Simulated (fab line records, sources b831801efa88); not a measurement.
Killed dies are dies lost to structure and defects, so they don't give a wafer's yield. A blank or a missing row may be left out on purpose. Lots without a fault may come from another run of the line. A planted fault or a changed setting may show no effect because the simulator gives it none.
Which tool did it? | flow gf180mcu | 13 lots, 39 wafers sampled, at 2 steps of a route of 602

WHAT THE GAUGES READ, wafer by wafer
GF_VT_IMPLANT_RS_MEAS_46: measures by four-point-probe. Usual: MVSD_RS 456.4 ohm/sq, standard deviation 1.
lot  | measured     | on            | MVSD_RS (ohm/sq)  | flag
L530 | day 7 14:24  | film_metro-02 | 457.2 456.1 457.1 |
L532 | day 8 03:10  | film_metro-01 | 455.6 456.4 457.1 |
L534 | day 8 19:33  | film_metro-02 | 457.3 457.1 457.4 |
L535 | day 8 22:51  | film_metro-02 | 455.4 454.7 454.6 |
L536 | day 9 04:40  | film_metro-04 | 457.4 456.9 454.6 |
L538 | day 9 19:37  | film_metro-02 | 457.4 457.0 456.9 |
L539 | day 10 00:54 | film_metro-02 | 457.3 457.1 456.3 |
L543 | day 11 06:02 | film_metro-01 | 457.9 456.3 456.8 |
L544 | day 11 18:40 | film_metro-02 | 456.6 455.2 455.3 |
L545 | day 11 18:55 | film_metro-01 | 441.3 439.7 441.4 | OFF
L547 | day 12 12:41 | film_metro-04 | 442.1 442.3 441.9 | OFF
L550 | day 13 12:03 | film_metro-04 | 457.7 456.7 456.3 |
L552 | day 14 01:03 | film_metro-04 | 458.0 456.9 457.1 |

WHICH TOOL RAN EACH LOT (tool, then ch and the chambers of the sampled wafers, then the start)
lot  | GF_MVSD_IMPLANT_09
L530 | implanter-04 ch 0, day 4 13:11
L532 | implanter-01 ch 0, day 4 22:40
L534 | implanter-03 ch 0, day 5 13:59
L535 | implanter-04 ch 0, day 5 16:56
L536 | implanter-03 ch 0, day 5 21:25
L538 | implanter-03 ch 0, day 6 08:40
L539 | implanter-04 ch 0, day 6 13:13
L543 | implanter-01 ch 0, day 7 15:41
L544 | implanter-04 ch 0, day 8 01:49
L545 | implanter-03 ch 0, day 8 01:55
L547 | implanter-03 ch 0, day 8 16:22
L550 | implanter-01 ch 0, day 9 13:44
L552 | implanter-01 ch 0, day 9 23:59
- GF_MVSD_IMPLANT_09

WHAT THE TOOLS THEMSELVES READ (means of the sampled wafers that have a number; where no wafer has one, the mark that the record gives instead)
GF_MVSD_IMPLANT_09. Usual: beam_on_s 10.03 s, standard deviation 0.19; faraday_current_uA 28.1, standard deviation 0.53.
lot  | tool         | beam_on_s (s) | faraday_current_uA | flag
L530 | implanter-04 | 9.95          | 28.4               |
L532 | implanter-01 | 10.07         | 28.0               |
L534 | implanter-03 | 9.97          | 28.3               |
L535 | implanter-04 | 9.88          | 28.6               |
L536 | implanter-03 | 10.08         | 27.9               |
L538 | implanter-03 | 9.92          | 28.4               |
L539 | implanter-04 | 9.95          | 28.3               |
L543 | implanter-01 | 10.01         | 28.2               |
L544 | implanter-04 | 10.15         | 27.7               |
L545 | implanter-03 | 12.33         | 22.8               | OFF
L547 | implanter-03 | 12.46         | 22.7               | OFF
L550 | implanter-01 | 10.10         | 27.9               |
L552 | implanter-01 | 9.91          | 28.4               |

THE ANSWER, worked out from the rows above alone
Rule: a lot is off if the mean of its wafers that have a number lies more than 3 standard deviations from the usual mean. A lot without any number at a reading at which 4 lots or more have one is off too. The other lots that the step has rows for count as sound. The gauges are gone through in route order, then the tools' own readings, and for those a lot's mean is taken as printed above. The first step at which some lot is off is used, and at that step the reading that is off furthest; a lot without a number counts as furthest.
Off: L545, L547, at GF_VT_IMPLANT_RS_MEAS_46 (MVSD_RS).
A tool fits if, at a process step before that reading, it ran every lot that is off, and no sound lot after the first of them. The gauges at GF_VT_IMPLANT_RS_MEAS_46 aren't tried: what is off there is off at GF_MVSD_IMPLANT_09 too, on other tools, and a gauge's error can't cause that. One fits: implanter-03 at GF_MVSD_IMPLANT_09. Its last sound lot is L538 (day 6 08:40), its first lot that is off L545 (day 8 01:55): a fault that began between those two fits.
The tool's own readings at GF_MVSD_IMPLANT_09 bear it out: on the lots that are off they differ by more than 5 times the standard deviation of the sound lots' means. beam_on_s reads 12.39 s there against 10.00 s on the sound lots; faraday_current_uA reads 22.8 there against 28.2 on the sound lots.

WHAT THE SIMULATOR HAD PUT IN
Process parameter drift: implanter-03, from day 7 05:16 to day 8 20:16, at GF_MVSD_IMPLANT_09. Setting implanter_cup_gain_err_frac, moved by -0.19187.
Lots struck among those shown: L545, L547. The rule above found the same.
